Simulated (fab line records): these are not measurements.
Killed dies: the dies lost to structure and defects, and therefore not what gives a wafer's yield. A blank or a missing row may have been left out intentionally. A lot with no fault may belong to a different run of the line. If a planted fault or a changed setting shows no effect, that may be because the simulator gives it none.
The tool behind it: which one? / flow sky130 / 15 lots, 43 wafers sampled, at 5 steps of a route of 708

== WHAT THE GAUGES SHOWED, per wafer ==
SKY_SONOS_ONO_THK_MEAS_05. Usual: SONOS_ONO_CVD_04_THK gives 5.79 nm (standard deviation 0.12).
lot=L864; measured=day 11 07:49; on=film_metro-04; SONOS_ONO_CVD_04_THK (nm)=5.75 5.66 5.63; flag=
lot=L865; measured=day 11 19:11; on=film_metro-04; SONOS_ONO_CVD_04_THK (nm)=5.83 5.73 5.72; flag=
lot=L866; measured=day 12 01:06; on=film_metro-03; SONOS_ONO_CVD_04_THK (nm)=5.64 5.80 5.77; flag=
lot=L867; measured=day 12 18:22; on=film_metro-04; SONOS_ONO_CVD_04_THK (nm)=5.88 5.65 5.83; flag=
lot=L868; measured=day 12 22:39; on=film_metro-01; SONOS_ONO_CVD_04_THK (nm)=5.82 5.67 5.73; flag=
lot=L870; measured=day 13 15:53; on=film_metro-01; SONOS_ONO_CVD_04_THK (nm)=5.80 5.81 5.82; flag=
lot=L871; measured=day 13 22:16; on=film_metro-01; SONOS_ONO_CVD_04_THK (nm)=5.85 5.90 5.84; flag=
lot=L876; measured=day 15 20:45; on=film_metro-04; SONOS_ONO_CVD_04_THK (nm)=5.92 5.79 5.66; flag=
lot=L877; measured=day 15 21:58; on=film_metro-04; SONOS_ONO_CVD_04_THK (nm)=5.75 5.77; flag=
lot=L878; measured=day 16 03:37; on=film_metro-04; SONOS_ONO_CVD_04_THK (nm)=5.96 5.98; flag=
lot=L882; measured=day 17 08:56; on=film_metro-01; SONOS_ONO_CVD_04_THK (nm)=5.63 5.62 5.60; flag=
lot=L883; measured=day 18 04:50; on=film_metro-03; SONOS_ONO_CVD_04_THK (nm)=6.07 5.97 5.94; flag=
lot=L885; measured=day 18 19:18; on=film_metro-04; SONOS_ONO_CVD_04_THK (nm)=5.69 5.70 5.63; flag=
lot=L886; measured=day 19 04:33; on=film_metro-04; SONOS_ONO_CVD_04_THK (nm)=5.70 5.67 5.60; flag=
lot=L887; measured=day 19 04:33; on=film_metro-03; SONOS_ONO_CVD_04_THK (nm)=5.77 5.65 5.75; flag=

SKY_POLY_GATE_THK_MEAS_21. Usual: POLY_GATE_OXIDATION_THK gives 3.98 nm (standard deviation 0.083).
lot=L864; measured=day 16 00:37; on=film_metro-03; POLY_GATE_OXIDATION_THK (nm)=4.23 4.07 4.14; flag=
lot=L865; measured=day 16 18:50; on=film_metro-03; POLY_GATE_OXIDATION_THK (nm)=4.00 4.04 3.95; flag=
lot=L866; measured=day 16 20:16; on=film_metro-02; POLY_GATE_OXIDATION_THK (nm)=4.08 4.04 4.06; flag=
lot=L867; measured=day 18 01:16; on=film_metro-03; POLY_GATE_OXIDATION_THK (nm)=3.87 3.95 3.86; flag=
lot=L868; measured=day 18 09:18; on=film_metro-02; POLY_GATE_OXIDATION_THK (nm)=4.11 4.06 4.03; flag=
lot=L870; measured=day 19 04:13; on=film_metro-02; POLY_GATE_OXIDATION_THK (nm)=3.97 3.93 3.96; flag=
lot=L871; measured=day 19 04:13; on=film_metro-03; POLY_GATE_OXIDATION_THK (nm)=3.96 3.94 3.94; flag=
lot=L876; measured=day 21 04:52; on=film_metro-02; POLY_GATE_OXIDATION_THK (nm)=4.07 4.03 4.04; flag=
lot=L877; measured=day 21 08:05; on=film_metro-01; POLY_GATE_OXIDATION_THK (nm)=3.92 4.00; flag=
lot=L878; measured=day 21 17:41; on=film_metro-02; POLY_GATE_OXIDATION_THK (nm)=3.84 3.87; flag=
lot=L882; measured=day 22 22:56; on=film_metro-03; POLY_GATE_OXIDATION_THK (nm)=3.90 3.97 3.88; flag=
lot=L883; measured=day 23 16:24; on=film_metro-02; POLY_GATE_OXIDATION_THK (nm)=3.87 3.85 3.86; flag=
lot=L885; measured=day 24 07:20; on=film_metro-01; POLY_GATE_OXIDATION_THK (nm)=4.00 4.06 4.05; flag=
lot=L886; measured=day 24 14:35; on=film_metro-02; POLY_GATE_OXIDATION_THK (nm)=3.81 3.77 3.89; flag=
lot=L887; measured=day 24 17:08; on=film_metro-02; POLY_GATE_OXIDATION_THK (nm)=4.02 4.04 4.07; flag=

SKY_LDD_P_CD_MEAS_07 targets a cd of 380 nm. Usual: cd_nm reads 381.1 nm (standard deviation 2.5).
lot=L864; measured=day 18 10:27; on=cd_sem-01; cd_nm (nm)=383.4 382.7 380.0; flag=
lot=L865; measured=day 19 07:37; on=cd_sem-02; cd_nm (nm)=386.0 385.3 382.9; flag=
lot=L866; measured=day 19 08:58; on=cd_sem-02; cd_nm (nm)=381.2 379.3 382.0; flag=
lot=L867; measured=day 20 16:37; on=cd_sem-01; cd_nm (nm)=384.9 382.2 384.6; flag=
lot=L868; measured=day 20 22:18; on=cd_sem-01; cd_nm (nm)=382.6 382.0 381.4; flag=
lot=L870; measured=day 21 18:18; on=cd_sem-02; cd_nm (nm)=383.0 382.3 381.4; flag=
lot=L871; measured=day 21 18:31; on=cd_sem-01; cd_nm (nm)=381.4 380.8 381.3; flag=
lot=L876; measured=day 23 20:02; on=cd_sem-01; cd_nm (nm)=415.4 381.3 381.0 415.4 381.3 380.8; flag=OFF
lot=L877; measured=day 23 21:56; on=cd_sem-02; cd_nm (nm)=383.0 412.6 382.7 412.5; flag=OFF
lot=L878; measured=day 24 06:25; on=cd_sem-01; cd_nm (nm)=413.8 412.7 413.8 413.1; flag=OFF
lot=L882; measured=day 25 10:10; on=cd_sem-02; cd_nm (nm)=382.7 384.7 381.2; flag=
lot=L883; measured=day 26 03:48; on=cd_sem-02; cd_nm (nm)=377.3 378.8 377.0; flag=
lot=L885; measured=day 26 17:35; on=cd_sem-01; cd_nm (nm)=381.9 381.2 381.9; flag=
lot=L886; measured=day 27 01:24; on=cd_sem-01; cd_nm (nm)=379.2 379.3 380.2; flag=
lot=L887; measured=day 27 03:41; on=cd_sem-01; cd_nm (nm)=382.8 382.5 381.5; flag=

== TOOL THAT RAN EACH LOT (tool first, then ch and the chambers of the sampled wafers, then the start) ==
lot=L864; SKY_RES_PROTECT_STRIP_07=plasma_asher-03 ch 0,1, day 14 16:25; SKY_LDD_P_DEVELOP_06=litho_track-04 ch 0, day 18 10:18
lot=L865; SKY_RES_PROTECT_STRIP_07=plasma_asher-02 ch 0,1, day 15 11:27; SKY_LDD_P_DEVELOP_06=litho_track-02 ch 0, day 19 07:28
lot=L866; SKY_RES_PROTECT_STRIP_07=plasma_asher-04 ch 0,1, day 15 11:45; SKY_LDD_P_DEVELOP_06=litho_track-02 ch 0, day 19 08:49
lot=L867; SKY_RES_PROTECT_STRIP_07=plasma_asher-03 ch 0,1, day 16 15:44; SKY_LDD_P_DEVELOP_06=litho_track-03 ch 0, day 20 16:29
lot=L868; SKY_RES_PROTECT_STRIP_07=plasma_asher-04 ch 0,1, day 16 23:25; SKY_LDD_P_DEVELOP_06=litho_track-03 ch 0, day 20 22:10
lot=L870; SKY_RES_PROTECT_STRIP_07=plasma_asher-02 ch 0,1, day 17 13:52; SKY_LDD_P_DEVELOP_06=litho_track-03 ch 0, day 21 18:10
lot=L871; SKY_RES_PROTECT_STRIP_07=plasma_asher-02 ch 0,1, day 17 14:10; SKY_LDD_P_DEVELOP_06=litho_track-04 ch 0, day 21 18:23
lot=L876; SKY_RES_PROTECT_STRIP_07=plasma_asher-02 ch 0,1, day 19 18:26; SKY_LDD_P_DEVELOP_06=litho_track-03 ch 0, day 23 19:55
lot=L877; SKY_RES_PROTECT_STRIP_07=plasma_asher-02 ch 0, day 19 20:01; SKY_LDD_P_DEVELOP_06=litho_track-03 ch 0, day 23 21:47
lot=L878; SKY_RES_PROTECT_STRIP_07=plasma_asher-03 ch 0,1, day 20 07:13; SKY_LDD_P_DEVELOP_06=litho_track-03 ch 0, day 24 06:17
lot=L882; SKY_RES_PROTECT_STRIP_07=plasma_asher-03 ch 0,1, day 21 13:04; SKY_LDD_P_DEVELOP_06=litho_track-04 ch 0, day 25 10:01
lot=L883; SKY_RES_PROTECT_STRIP_07=plasma_asher-02 ch 0,1, day 22 06:26; SKY_LDD_P_DEVELOP_06=litho_track-04 ch 0, day 26 03:39
lot=L885; SKY_RES_PROTECT_STRIP_07=plasma_asher-02 ch 0,1, day 22 21:10; SKY_LDD_P_DEVELOP_06=litho_track-04 ch 0, day 26 17:26
lot=L886; SKY_RES_PROTECT_STRIP_07=plasma_asher-02 ch 0,1, day 23 05:33; SKY_LDD_P_DEVELOP_06=litho_track-03 ch 0, day 27 01:16
lot=L887; SKY_RES_PROTECT_STRIP_07=plasma_asher-02 ch 0,1, day 23 07:39; SKY_LDD_P_DEVELOP_06=litho_track-02 ch 0, day 27 03:32
- SKY_RES_PROTECT_STRIP_07: strips in O2/N2.
- SKY_LDD_P_DEVELOP_06: develop time 60 s.

== WHAT THE TOOLS THEMSELVES READ (means of the sampled wafers that have a number; where no wafer has one, the mark that the record gives instead) ==
SKY_RES_PROTECT_STRIP_07. Usual: drypump_motor_current_A 5.7 A, standard deviation 0.48; oes_product_au 0.518 a.u., standard deviation 0.0047; strip_time_to_endpoint_s 23.30 s, standard deviation 0.044.
lot=L864; tool=plasma_asher-03; drypump_motor_current_A (A)=5.1; oes_product_au (a.u.)=0.518; strip_time_to_endpoint_s (s)=23.28; flag=
lot=L865; tool=plasma_asher-02; drypump_motor_current_A (A)=5.9; oes_product_au (a.u.)=0.522; strip_time_to_endpoint_s (s)=23.32; flag=
lot=L866; tool=plasma_asher-04; drypump_motor_current_A (A)=5.7; oes_product_au (a.u.)=0.513; strip_time_to_endpoint_s (s)=23.36; flag=
lot=L867; tool=plasma_asher-03; drypump_motor_current_A (A)=5.5; oes_product_au (a.u.)=0.517; strip_time_to_endpoint_s (s)=23.41; flag=
lot=L868; tool=plasma_asher-04; drypump_motor_current_A (A)=5.7; oes_product_au (a.u.)=0.525; strip_time_to_endpoint_s (s)=23.31; flag=
lot=L870; tool=plasma_asher-02; drypump_motor_current_A (A)=5.9; oes_product_au (a.u.)=0.515; strip_time_to_endpoint_s (s)=23.27; flag=
lot=L871; tool=plasma_asher-02; drypump_motor_current_A (A)=5.9; oes_product_au (a.u.)=0.521; strip_time_to_endpoint_s (s)=23.35; flag=
lot=L876; tool=plasma_asher-02; drypump_motor_current_A (A)=5.9; oes_product_au (a.u.)=0.514; strip_time_to_endpoint_s (s)=23.27; flag=
lot=L877; tool=plasma_asher-02; drypump_motor_current_A (A)=6.0; oes_product_au (a.u.)=0.518; strip_time_to_endpoint_s (s)=23.32; flag=
lot=L878; tool=plasma_asher-03; drypump_motor_current_A (A)=5.3; oes_product_au (a.u.)=0.517; strip_time_to_endpoint_s (s)=23.34; flag=
lot=L882; tool=plasma_asher-03; drypump_motor_current_A (A)=5.5; oes_product_au (a.u.)=0.518; strip_time_to_endpoint_s (s)=23.30; flag=
lot=L883; tool=plasma_asher-02; drypump_motor_current_A (A)=5.9; oes_product_au (a.u.)=0.513; strip_time_to_endpoint_s (s)=23.33; flag=
lot=L885; tool=plasma_asher-02; drypump_motor_current_A (A)=5.9; oes_product_au (a.u.)=0.515; strip_time_to_endpoint_s (s)=23.25; flag=
lot=L886; tool=plasma_asher-02; drypump_motor_current_A (A)=5.9; oes_product_au (a.u.)=0.516; strip_time_to_endpoint_s (s)=23.27; flag=
lot=L887; tool=plasma_asher-02; drypump_motor_current_A (A)=5.9; oes_product_au (a.u.)=0.516; strip_time_to_endpoint_s (s)=23.27; flag=

== THE ANSWER, worked out from the rows above alone ==
Rule: a lot is off if the mean of its wafers that have a number lies more than 3 standard deviations from the usual mean. Also off: a lot with no number at a reading for which 4 or more lots have one. All remaining lots with rows at the step are treated as sound. After the gauges, taken in route order, come the tools' own readings; for these a lot's mean is taken, as printed above. The first step at which some lot is off is used, and at that step the reading that is off furthest; a lot without a number counts as furthest.
Off at SKY_LDD_P_CD_MEAS_07 (cd_nm): L876, L877, L878.
A tool fits if, at a process step before that reading, it ran every lot that is off, and no sound lot after the first of them. The gauges at SKY_LDD_P_CD_MEAS_07 are tried like those tools. Of those tried, none fits.

== WHAT THE SIMULATOR PUT IN ==
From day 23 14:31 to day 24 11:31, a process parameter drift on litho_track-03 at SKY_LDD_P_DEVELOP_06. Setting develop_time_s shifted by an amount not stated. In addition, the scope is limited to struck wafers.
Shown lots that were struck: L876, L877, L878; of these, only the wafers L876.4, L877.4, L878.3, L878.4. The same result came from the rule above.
